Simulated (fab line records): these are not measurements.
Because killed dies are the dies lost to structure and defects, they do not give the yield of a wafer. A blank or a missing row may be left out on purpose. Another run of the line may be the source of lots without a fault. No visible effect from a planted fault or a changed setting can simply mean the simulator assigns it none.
Problem report in the 8D (eight disciplines) form, filled by code / flow gf180mcu / the parts of the form that need people (team, actions taken, sign-off) are left out

1. PROBLEM STATEMENT
At GF_LVPWELL_STRIP_10, strip time to endpoint s averages 41.03 s over 2 wafers from 2 lots, while fault-free wafers read 37.02 s, standard deviation 0.12. That puts it +33 standard deviations away from the usual mean.
The step: strips in O2/N2.
Earliest sighting: wafer L876.4 on plasma asher-02 at day 5 23:38. The record holds 34 wafers of 12 lots with a number at this step. Rule for "out", or "out of limits": more than 4 standard deviations from the usual mean. The other wafers with a number count as sound.

2. WHAT IT IS; WHAT IT IS NOT
question=which readings at this step | is=strip time to endpoint s | is not=drypump motor current A, heater power w, oes product au, platen temp c
question=which lots | is=L876, L879 | is not=L867, L870, L873, L874, L880, L883, L885, L886, L889, L890
question=which wafers of those lots | is=L876.4, L879.2 | is not=L876.1, L879.1
question=read on which tools | is=plasma asher-02 | is not=plasma asher-01, plasma asher-04
question=when | is=from day 5 23:38 | is not=up to then (13 sound wafers); but 19 sound wafers of L879, L880, L883, L885, L886, L889, L890 came after

3. SUSPECTS, AND WHAT RULES EACH OUT
Counting: any tool at a process step up to the reading remains a suspect provided it ran every lot that is out. Sound lots after the first of them don't rule it out here, since some wafers of a struck lot are sound.
- litho track-04 at GF_LVPWELL_COAT_02 (resist thk 3000 nm): kept. Every lot that is out went through it, the first being L876 (day 5 15:58); the last sound lot it ran before that was L874 (day 5 05:30).
- plasma asher-02 at GF_LVPWELL_STRIP_10 (strips in O2/N2): kept. Every lot that is out went through it, the first being L876 (day 5 23:38); the last sound lot it ran before that was L870 (day 4 13:50). Its own readings are out on those wafers: strip time to endpoint s.
What counting leaves: litho track-04 at GF_LVPWELL_COAT_02 and plasma asher-02 at GF_LVPWELL_STRIP_10.

4. THE CAUSE (what the simulator had put in)
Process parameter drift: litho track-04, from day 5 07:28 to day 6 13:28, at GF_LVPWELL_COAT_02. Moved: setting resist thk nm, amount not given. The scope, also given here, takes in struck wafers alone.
Of the 2 suspects that counting leaves, this tool is one.

5. THE CHAIN OF EFFECTS, in route order
One row per reading whose mean, taken over the struck wafers that have a number, lies over 3 standard deviations from the usual. Readings are gone through only where the record gives a usual standard deviation; hours: the median, over the lots, of the time from a lot's start at the first step in this table giving one to that lot's start at this step; sigmas: the change measured in usual standard deviations.
hours=0; step=GF_LVPWELL_STRIP_10; reading=strip time to endpoint s; usual=37.02 s; on struck wafers=41.03; change=+4.01; sigmas=+33
Here are the process steps it includes:
- GF_LVPWELL_STRIP_10: strips in O2/N2.
Later steps that measure or inspect, where all struck wafers having a row at the step show a number for every such reading and not one has moved that far: GF_V2_THK_MEAS_03.

6. WHAT WOULD HAVE CAUGHT IT SOONER
In this record no reading fell out of limits until day 5 23:38, 16 hours after the fault had begun at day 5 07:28.
No tool reading at GF_LVPWELL_COAT_02 that has a usual standard deviation in the record was out on any struck wafer, so an alarm limit of 4 standard deviations on those readings would not have fired.
L879, from the lots that are out (2), started GF_LVPWELL_COAT_02 on litho track-04 later than day 5 23:38. Putting the tool on hold at that point would have spared it.
